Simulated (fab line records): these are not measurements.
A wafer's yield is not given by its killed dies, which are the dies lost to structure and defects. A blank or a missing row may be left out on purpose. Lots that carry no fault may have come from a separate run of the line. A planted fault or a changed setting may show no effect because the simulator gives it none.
A lot that was struck, set against a sound lot -- flow sky130 -- 16 out of 708 route steps
Sound: wafers L118.1, L118.2, L118.5. Wafers L120.1, L120.5, L120.6 were the ones struck. The cause is given at the end.
Order at every step that has rows: each side's tool, ch and its chambers, its first start. Under that, the readings that differ: sound wafers -- struck wafers -- difference of the means -- sigmas: that difference in standard deviations of wafers without a fault.
alike: words and numbers the same on both sides, and readings whose means are apart by under 2 such deviations; not compared: readings that were withheld, readings missing a value for some wafer, numbers with overlapping values and no deviation given by the record, and bounds like >300 which may hide the same value.
The two part at a step that has a row with sigmas, a row that says differs or no value, or rows on one side only. Non-overlapping numbers with no deviation appear without sigmas and do not part them. A reading that every wafer of one side lacks parts them only if that side has two wafers or more.

first, 1 step without rows for these wafers: SKY_VT_ADJUST_HVTR_DEVELOP_06 (develop time 60 s).
SKY_VT_ADJUST_HVTR_CD_MEAS_07: the cd target is 380 nm.
  struck on cd_sem-02, day 12 17:04; sound on cd_sem-02, day 12 14:22
  alike: cd_nm
SKY_VT_ADJUST_HVTR_OVL_MEAS_08:
  struck on overlay-02, day 12 17:11; sound on overlay-02, day 12 14:29
  alike: VT_ADJUST_HVTR_OVL
following that, these wafers have no rows for 1 step: SKY_VT_ADJUST_HVTR_IMPLANT_09.
SKY_VT_ADJUST_HVTR_STRIP_10: strips in O2/N2.
  sound on plasma_asher-01 ch 0,1, day 12 14:40; struck on plasma_asher-02 ch 0,1, day 12 17:22
  alike: drypump_motor_current_A, n2_flow_sccm, oes_product_au, strip_time_to_endpoint_s
  not compared: rf_hours_counter_h
SKY_VT_ADJUST_HVTR_TW_MEAS_11:
  struck on film_metro-04, day 12 17:28; sound on film_metro-02, day 12 14:46
  alike: VT_ADJUST_HVTR_TW
then, 6 steps without rows for these wafers: SKY_VT_ADJUST_PCH_DEHYDRATE_00 (time 60 s); SKY_VT_ADJUST_PCH_HMDS_01 (prime time 60 s); SKY_VT_ADJUST_PCH_COAT_02 (resist thk 3000 nm); SKY_VT_ADJUST_PCH_SOFTBAKE_03; SKY_VT_ADJUST_PCH_EXPOSE_04 (exposes mask NWM, target cd 840 nm); SKY_VT_ADJUST_PCH_PEB_05.
SKY_VT_ADJUST_PCH_DEVELOP_06: develop time 60 s.
  sound on litho_track-03 ch 0, day 13 15:00; struck on litho_track-03 ch 0, day 13 18:00
SKY_VT_ADJUST_PCH_OVL_MEAS_07:
  struck on overlay-01, day 13 18:11; sound on overlay-01, day 13 15:41
reading,sound,struck,difference,sigmas
VT_ADJUST_PCH_OVL (nm),1.1 1.7 0.8,- - -,no value on the struck wafers,
following that, these wafers have no rows for 1 step: SKY_VT_ADJUST_PCH_IMPLANT_08.
-- here the record skips 35 days between the struck wafers' starts before and after, leaving off in module VT_ADJUST_PCH and picking up in module PAD_OPEN (first step shown: number 708 of the route) --
SKY_PAD_OPEN_PROBE_99:
  only the struck wafers here have rows in the record (prober-01, day 48 10:02); the sound ones have none

WHERE THEY PART
At SKY_VT_ADJUST_PCH_OVL_MEAS_07 first; at SKY_PAD_OPEN_PROBE_99 last (within this record only).

WHY: whatever the simulator had introduced
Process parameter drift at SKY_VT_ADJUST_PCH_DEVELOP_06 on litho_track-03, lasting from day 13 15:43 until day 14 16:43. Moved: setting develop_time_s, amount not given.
